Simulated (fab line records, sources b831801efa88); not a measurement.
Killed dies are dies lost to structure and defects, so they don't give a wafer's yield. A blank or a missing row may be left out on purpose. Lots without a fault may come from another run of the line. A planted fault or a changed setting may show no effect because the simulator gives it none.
Comparing a struck lot with a sound one -- flow sky130 -- 14 out of 708 route steps
Sound: wafers L316.2, L316.5, L316.6. Struck: wafers L311.1, L311.3, L311.5. Last of all comes the cause.
For every step that has rows: the tool of each side, followed by ch and its chambers, followed by its first start. Under that, the readings that differ: sound wafers -- struck wafers -- difference of the means -- sigmas: that difference in standard deviations of wafers without a fault.
alike: readings with means less than 2 such deviations apart, plus words and numbers identical on both sides. not compared: withheld readings, readings lacking a value on some wafer, bounds such as >300 that could conceal the same value, and numbers that have no deviation in the record and whose values overlap.
The two part at a step that has a row with sigmas, a row that says differs or no value, or rows on one side only. Non-overlapping numbers with no deviation appear without sigmas and do not part them. Lack of a reading on every wafer of one side parts them only where that side has two or more wafers.

first, 3 steps without rows for these wafers: SKY_METAL5_STRIP_17 (strips in post etch residue remover, time 1200 s); SKY_METAL5_CLEAN_18 (cleans in IPA, time 180 s); SKY_METAL5_CLEAN_19 (cleans in O3/DIW).
SKY_PASSIVATION_CVD_00: deposits SiO2, target thk 90 nm.
  sound on pecvd-03 ch 0,1, day 49 21:47; struck on pecvd-01 ch 0,2, day 48 13:58
  alike: heater-power-w
SKY_PASSIVATION_THK_MEAS_01:
  sound: film-metro-04 at day 49 21:49; struck: film-metro-04 at day 48 13:59
  alike: PASSIVATION_CVD_00_THK
SKY_PASSIVATION_CVD_02: deposits Si3N4, target thk 540 nm.
  sound on pecvd-02 ch 0,1,2, day 49 21:52; struck on pecvd-02 ch 0,1, day 48 14:03
  alike: heater-power-w
SKY_PASSIVATION_THK_MEAS_03:
  sound: film-metro-02 at day 49 22:06; struck: film-metro-01 at day 48 14:17
  alike: PASSIVATION_CVD_02_THK
then, 5 steps without rows for these wafers: SKY_PASSIVATION_DEHYDRATE_04 (time 60 s); SKY_PASSIVATION_HMDS_05 (prime time 60 s); SKY_PASSIVATION_COAT_06 (resist thk 3000 nm); SKY_PASSIVATION_SOFTBAKE_07; SKY_PASSIVATION_EXPOSE_08 (exposes mask NSM, target cd 3000 nm).
SKY_PASSIVATION_PEB_09:
  struck on litho-track-03, day 49 09:00; sound on litho-track-02 ch 0, day 50 15:00
  no value came back on the struck wafers for chill-plate-temp-C (C), exhaust-pa (Pa); on the sound wafers chill-plate-temp-C (C) reads 23.07 23.04 22.88
then, 1 step without rows for these wafers: SKY_PASSIVATION_DEVELOP_10 (develop time 60 s).

WHERE THEY PART
Only at SKY_PASSIVATION_PEB_09, as far as this record shows.

WHY: the cause the simulator had injected
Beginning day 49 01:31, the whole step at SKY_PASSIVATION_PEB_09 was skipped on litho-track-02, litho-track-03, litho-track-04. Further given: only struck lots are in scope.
